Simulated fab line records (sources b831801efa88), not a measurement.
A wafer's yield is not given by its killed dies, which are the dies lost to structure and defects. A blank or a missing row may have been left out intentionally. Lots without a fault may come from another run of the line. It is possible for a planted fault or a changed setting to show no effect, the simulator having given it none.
The tool behind it: which one? || flow sky130 || 33 wafers from 11 lots sampled at 6 of the route's 708 steps

WHAT EACH GAUGE READ, for each wafer
SKY_SD_N_OVL_MEAS_08. Usual: for SD_N_OVL the level is -1.3 nm and the standard deviation is 1.1.
{"lot": "L503", "measured": "day 28 05:02", "on": "overlay-02", "SD_N_OVL (nm)": "-1.0 -1.0 -0.5", "flag": ""}
{"lot": "L504", "measured": "day 28 17:46", "on": "overlay-02", "SD_N_OVL (nm)": "-1.2 -2.4 0.7", "flag": ""}
{"lot": "L510", "measured": "day 31 15:24", "on": "overlay-01", "SD_N_OVL (nm)": "-2.1 -0.6 -1.6", "flag": ""}
{"lot": "L512", "measured": "day 31 19:50", "on": "overlay-01", "SD_N_OVL (nm)": "-1.4 -1.0 0.8", "flag": ""}
{"lot": "L515", "measured": "day 33 07:16", "on": "overlay-01", "SD_N_OVL (nm)": "-3.3 -2.7 -3.0", "flag": ""}
{"lot": "L517", "measured": "day 33 13:41", "on": "overlay-02", "SD_N_OVL (nm)": "-1.2 -0.2 1.1", "flag": ""}
{"lot": "L519", "measured": "day 33 19:28", "on": "overlay-01", "SD_N_OVL (nm)": "-1.8 -3.1 -1.6", "flag": ""}
{"lot": "L520", "measured": "day 33 22:44", "on": "overlay-02", "SD_N_OVL (nm)": "2.0 -1.5 0.2", "flag": ""}
{"lot": "L523", "measured": "day 35 07:46", "on": "overlay-01", "SD_N_OVL (nm)": "-2.1 -1.5 -2.2", "flag": ""}
{"lot": "L524", "measured": "day 35 07:53", "on": "overlay-01", "SD_N_OVL (nm)": "-1.2 -1.6 -2.6", "flag": ""}
{"lot": "L525", "measured": "day 35 08:28", "on": "overlay-01", "SD_N_OVL (nm)": "-1.9 -3.4 -2.2", "flag": ""}

SKY_SD_N_TW_MEAS_12. Usual: for SD_N_TW the level is 4015 and the standard deviation is 60.
{"lot": "L503", "measured": "day 28 05:28", "on": "film metro-04", "SD_N_TW": "4018 4013 4019", "flag": ""}
{"lot": "L504", "measured": "day 28 18:11", "on": "film metro-02", "SD_N_TW": "3965 3966 3951", "flag": ""}
{"lot": "L510", "measured": "day 31 16:10", "on": "film metro-02", "SD_N_TW": "4045 4033 4023", "flag": ""}
{"lot": "L512", "measured": "day 31 20:37", "on": "film metro-04", "SD_N_TW": "4204 4182 4163", "flag": ""}
{"lot": "L515", "measured": "day 33 07:42", "on": "film metro-04", "SD_N_TW": "4071 4086 4082", "flag": ""}
{"lot": "L517", "measured": "day 33 14:07", "on": "film metro-04", "SD_N_TW": "4088 4071 4093", "flag": ""}
{"lot": "L519", "measured": "day 33 19:53", "on": "film metro-03", "SD_N_TW": "3964 3953 3978", "flag": ""}
{"lot": "L520", "measured": "day 33 23:10", "on": "film metro-02", "SD_N_TW": "3937 3942 3934", "flag": ""}
{"lot": "L523", "measured": "day 35 08:12", "on": "film metro-03", "SD_N_TW": "3943 3964 3945", "flag": ""}
{"lot": "L524", "measured": "day 35 08:30", "on": "film metro-04", "SD_N_TW": "4088 4084 4085", "flag": ""}
{"lot": "L525", "measured": "day 35 08:54", "on": "film metro-04", "SD_N_TW": "4082 4062 4060", "flag": ""}

SKY_SD_N_RS_MEAS_16: measures by four-point-probe. Usual: for SD_N_RS the level is 68.51 ohm/sq and the standard deviation is 0.1.
{"lot": "L503", "measured": "day 28 05:46", "on": "film metro-04", "SD_N_RS (ohm/sq)": "68.51 68.53 68.35", "flag": ""}
{"lot": "L504", "measured": "day 28 18:29", "on": "film metro-03", "SD_N_RS (ohm/sq)": "68.56 68.59 68.52", "flag": ""}
{"lot": "L510", "measured": "day 31 16:28", "on": "film metro-04", "SD_N_RS (ohm/sq)": "63.76 63.85 63.94 63.72 63.57 63.80", "flag": "OFF"}
{"lot": "L512", "measured": "day 31 21:23", "on": "film metro-03", "SD_N_RS (ohm/sq)": "63.70 63.75 63.66 63.69 63.70 63.69", "flag": "OFF"}
{"lot": "L515", "measured": "day 33 08:00", "on": "film metro-02", "SD_N_RS (ohm/sq)": "68.60 68.33 68.38", "flag": ""}
{"lot": "L517", "measured": "day 33 14:24", "on": "film metro-02", "SD_N_RS (ohm/sq)": "68.24 68.44 68.27", "flag": ""}
{"lot": "L519", "measured": "day 33 20:11", "on": "film metro-04", "SD_N_RS (ohm/sq)": "68.57 68.50 68.47", "flag": ""}
{"lot": "L520", "measured": "day 33 23:27", "on": "film metro-02", "SD_N_RS (ohm/sq)": "68.46 68.46 68.60", "flag": ""}
{"lot": "L523", "measured": "day 35 08:29", "on": "film metro-02", "SD_N_RS (ohm/sq)": "68.60 68.58 68.54", "flag": ""}
{"lot": "L524", "measured": "day 35 08:47", "on": "film metro-03", "SD_N_RS (ohm/sq)": "68.52 68.49 68.43", "flag": ""}
{"lot": "L525", "measured": "day 35 09:12", "on": "film metro-02", "SD_N_RS (ohm/sq)": "68.58 68.50 68.31", "flag": ""}

TOOL THAT RAN EACH LOT (tool first, then ch and the chambers of the sampled wafers, then the start)
{"lot": "L503", "SKY_POLY_CUT_ETCH_11": "rie diel-01 ch 0,1,3, day 24 13:49", "SKY_SD_N_IMPLANT_09": "implanter-01 ch 0, day 28 05:05", "SKY_SD_N_STRIP_11": "plasma asher-01 ch 0,1, day 28 05:22"}
{"lot": "L504", "SKY_POLY_CUT_ETCH_11": "rie diel-01 ch 1,2,3, day 25 02:26", "SKY_SD_N_IMPLANT_09": "implanter-02 ch 0, day 28 17:47", "SKY_SD_N_STRIP_11": "plasma asher-02 ch 0,1, day 28 18:05"}
{"lot": "L510", "SKY_POLY_CUT_ETCH_11": "rie diel-04 ch 0,1,2, day 28 03:20", "SKY_SD_N_IMPLANT_09": "implanter-02 ch 0, day 31 15:29", "SKY_SD_N_STRIP_11": "plasma asher-04 ch 0,1, day 31 16:04"}
{"lot": "L512", "SKY_POLY_CUT_ETCH_11": "rie diel-02 ch 0,2,3, day 28 07:32", "SKY_SD_N_IMPLANT_09": "implanter-02 ch 0, day 31 19:52", "SKY_SD_N_STRIP_11": "plasma asher-04 ch 0,1, day 31 20:29"}
{"lot": "L515", "SKY_POLY_CUT_ETCH_11": "rie diel-02 ch 0,2,3, day 29 19:32", "SKY_SD_N_IMPLANT_09": "implanter-02 ch 0, day 33 07:19", "SKY_SD_N_STRIP_11": "plasma asher-02 ch 0,1, day 33 07:35"}
{"lot": "L517", "SKY_POLY_CUT_ETCH_11": "rie diel-02 ch 0,1,3, day 30 03:11", "SKY_SD_N_IMPLANT_09": "implanter-04 ch 0, day 33 13:43", "SKY_SD_N_STRIP_11": "plasma asher-01 ch 0,1, day 33 14:01"}
{"lot": "L519", "SKY_POLY_CUT_ETCH_11": "rie diel-01 ch 0,1,2, day 30 09:11", "SKY_SD_N_IMPLANT_09": "implanter-01 ch 0, day 33 19:29", "SKY_SD_N_STRIP_11": "plasma asher-02 ch 0,1, day 33 19:47"}
{"lot": "L520", "SKY_POLY_CUT_ETCH_11": "rie diel-04 ch 0,1, day 30 11:23", "SKY_SD_N_IMPLANT_09": "implanter-01 ch 0, day 33 22:46", "SKY_SD_N_STRIP_11": "plasma asher-01 ch 0,1, day 33 23:04"}
{"lot": "L523", "SKY_POLY_CUT_ETCH_11": "rie diel-04 ch 0,1, day 31 23:17", "SKY_SD_N_IMPLANT_09": "implanter-02 ch 0, day 35 07:48", "SKY_SD_N_STRIP_11": "plasma asher-04 ch 0,1, day 35 08:06"}
{"lot": "L524", "SKY_POLY_CUT_ETCH_11": "rie diel-01 ch 0,1,3, day 31 23:17", "SKY_SD_N_IMPLANT_09": "implanter-02 ch 0, day 35 08:06", "SKY_SD_N_STRIP_11": "plasma asher-04 ch 0,1, day 35 08:24"}
{"lot": "L525", "SKY_POLY_CUT_ETCH_11": "rie diel-02 ch 0,3, day 32 00:50", "SKY_SD_N_IMPLANT_09": "implanter-02 ch 0, day 35 08:31", "SKY_SD_N_STRIP_11": "plasma asher-02 ch 0,1, day 35 08:47"}
- SKY_POLY_CUT_ETCH_11: etches Si3N4 in CF4/CH2F2/Ar, stops on poly-Si, time 42.5 s, target depth 60 nm.
- SKY_SD_N_IMPLANT_09
- SKY_SD_N_STRIP_11: strips in O2/N2.

WHAT THE TOOLS THEMSELVES READ (means of the sampled wafers that have a number; where no wafer has one, the mark that the record gives instead)
SKY_POLY_CUT_ETCH_11. Usual: drypump motor current A 5.9 A, standard deviation 0.43; mfc ar sccm 150.0 sccm, standard deviation 0.46; oes product au 0.832 a.u., standard deviation 0.007; throttle valve pct 14.994 %, standard deviation 0.0087.
{"lot": "L503", "tool": "rie diel-01", "drypump motor current A (A)": 5.7, "mfc ar sccm (sccm)": 150.2, "oes product au (a.u.)": 0.831, "throttle valve pct (%)": 15.000, "flag": ""}
{"lot": "L504", "tool": "rie diel-01", "drypump motor current A (A)": 5.3, "mfc ar sccm (sccm)": 149.7, "oes product au (a.u.)": 0.824, "throttle valve pct (%)": 14.990, "flag": ""}
{"lot": "L510", "tool": "rie diel-04", "drypump motor current A (A)": 6.1, "mfc ar sccm (sccm)": 150.4, "oes product au (a.u.)": 0.837, "throttle valve pct (%)": 14.989, "flag": ""}
{"lot": "L512", "tool": "rie diel-02", "drypump motor current A (A)": 6.1, "mfc ar sccm (sccm)": 149.5, "oes product au (a.u.)": 0.843, "throttle valve pct (%)": 14.993, "flag": ""}
{"lot": "L515", "tool": "rie diel-02", "drypump motor current A (A)": 6.1, "mfc ar sccm (sccm)": 150.4, "oes product au (a.u.)": 0.836, "throttle valve pct (%)": 14.999, "flag": ""}
{"lot": "L517", "tool": "rie diel-02", "drypump motor current A (A)": 6.1, "mfc ar sccm (sccm)": 149.7, "oes product au (a.u.)": 0.834, "throttle valve pct (%)": 14.999, "flag": ""}
{"lot": "L519", "tool": "rie diel-01", "drypump motor current A (A)": 5.6, "mfc ar sccm (sccm)": 150.1, "oes product au (a.u.)": 0.840, "throttle valve pct (%)": 14.987, "flag": ""}
{"lot": "L520", "tool": "rie diel-04", "drypump motor current A (A)": 6.1, "mfc ar sccm (sccm)": 150.1, "oes product au (a.u.)": 0.841, "throttle valve pct (%)": 14.991, "flag": ""}
{"lot": "L523", "tool": "rie diel-04", "drypump motor current A (A)": 6.0, "mfc ar sccm (sccm)": 149.8, "oes product au (a.u.)": 0.830, "throttle valve pct (%)": 14.998, "flag": ""}
{"lot": "L524", "tool": "rie diel-01", "drypump motor current A (A)": 5.7, "mfc ar sccm (sccm)": 150.3, "oes product au (a.u.)": 0.833, "throttle valve pct (%)": 14.996, "flag": ""}
{"lot": "L525", "tool": "rie diel-02", "drypump motor current A (A)": 6.1, "mfc ar sccm (sccm)": 149.9, "oes product au (a.u.)": 0.829, "throttle valve pct (%)": 15.001, "flag": ""}

SKY_SD_N_IMPLANT_09. Usual: tilt deg -0.003 degrees, standard deviation 0.021.
{"lot": "L503", "tool": "implanter-01", "tilt deg (degrees)": -0.005, "flag": ""}
{"lot": "L504", "tool": "implanter-02", "tilt deg (degrees)": -0.005, "flag": ""}
{"lot": "L510", "tool": "implanter-02", "tilt deg (degrees)": 0.010, "flag": ""}
{"lot": "L512", "tool": "implanter-02", "tilt deg (degrees)": 0.010, "flag": ""}
{"lot": "L515", "tool": "implanter-02", "tilt deg (degrees)": -0.033, "flag": ""}
{"lot": "L517", "tool": "implanter-04", "tilt deg (degrees)": -0.006, "flag": ""}
{"lot": "L519", "tool": "implanter-01", "tilt deg (degrees)": -0.008, "flag": ""}
{"lot": "L520", "tool": "implanter-01", "tilt deg (degrees)": -0.018, "flag": ""}
{"lot": "L523", "tool": "implanter-02", "tilt deg (degrees)": -0.003, "flag": ""}
{"lot": "L524", "tool": "implanter-02", "tilt deg (degrees)": -0.015, "flag": ""}
{"lot": "L525", "tool": "implanter-02", "tilt deg (degrees)": -0.020, "flag": ""}

SKY_SD_N_STRIP_11. Usual: drypump motor current A 5.76 A, standard deviation 0.12; oes product au 0.527 a.u., standard deviation 0.0045; strip time to endpoint s 22.55 s, standard deviation 0.044.
{"lot": "L503", "tool": "plasma asher-01", "drypump motor current A (A)": 5.80, "oes product au (a.u.)": 0.533, "strip time to endpoint s (s)": 22.55, "flag": ""}
{"lot": "L504", "tool": "plasma asher-02", "drypump motor current A (A)": 5.76, "oes product au (a.u.)": 0.525, "strip time to endpoint s (s)": 22.52, "flag": ""}
{"lot": "L510", "tool": "plasma asher-04", "drypump motor current A (A)": 5.74, "oes product au (a.u.)": 0.515, "strip time to endpoint s (s)": 23.81, "flag": "OFF"}
{"lot": "L512", "tool": "plasma asher-04", "drypump motor current A (A)": 5.76, "oes product au (a.u.)": 0.512, "strip time to endpoint s (s)": 23.83, "flag": "OFF"}
{"lot": "L515", "tool": "plasma asher-02", "drypump motor current A (A)": 5.78, "oes product au (a.u.)": 0.526, "strip time to endpoint s (s)": 22.51, "flag": ""}
{"lot": "L517", "tool": "plasma asher-01", "drypump motor current A (A)": 5.80, "oes product au (a.u.)": 0.526, "strip time to endpoint s (s)": 22.56, "flag": ""}
{"lot": "L519", "tool": "plasma asher-02", "drypump motor current A (A)": 5.64, "oes product au (a.u.)": 0.528, "strip time to endpoint s (s)": 22.45, "flag": ""}
{"lot": "L520", "tool": "plasma asher-01", "drypump motor current A (A)": 5.79, "oes product au (a.u.)": 0.524, "strip time to endpoint s (s)": 22.53, "flag": ""}
{"lot": "L523", "tool": "plasma asher-04", "drypump motor current A (A)": 5.75, "oes product au (a.u.)": 0.531, "strip time to endpoint s (s)": 22.48, "flag": ""}
{"lot": "L524", "tool": "plasma asher-04", "drypump motor current A (A)": 5.79, "oes product au (a.u.)": 0.524, "strip time to endpoint s (s)": 22.57, "flag": ""}
{"lot": "L525", "tool": "plasma asher-02", "drypump motor current A (A)": 5.68, "oes product au (a.u.)": 0.524, "strip time to endpoint s (s)": 22.65, "flag": ""}

THE ANSWER, worked out from the rows above alone
Rule: take the mean of a lot's wafers that have a number; if it is more than 3 standard deviations from the usual mean, the lot is off. A lot without any number at a reading at which 4 lots or more have one is off too. Any other lot the step has rows for is counted as sound. After the gauges, taken in route order, come the tools' own readings; for these a lot's mean is taken, as printed above. The first step at which some lot is off is used, and at that step the reading that is off furthest; a lot without a number counts as furthest.
Off: at SKY_SD_N_RS_MEAS_16 (SD_N_RS), L510, L512.
A tool fits if, at a process step before that reading, it ran every lot that is off, and no sound lot after the first of them. Not tried: the gauges at SKY_SD_N_RS_MEAS_16; whatever is off there is also off at SKY_SD_N_STRIP_11, on other tools, and gauge error can't account for it. Not one of the candidates tried fits.

WHAT WAS PUT IN BY THE SIMULATOR
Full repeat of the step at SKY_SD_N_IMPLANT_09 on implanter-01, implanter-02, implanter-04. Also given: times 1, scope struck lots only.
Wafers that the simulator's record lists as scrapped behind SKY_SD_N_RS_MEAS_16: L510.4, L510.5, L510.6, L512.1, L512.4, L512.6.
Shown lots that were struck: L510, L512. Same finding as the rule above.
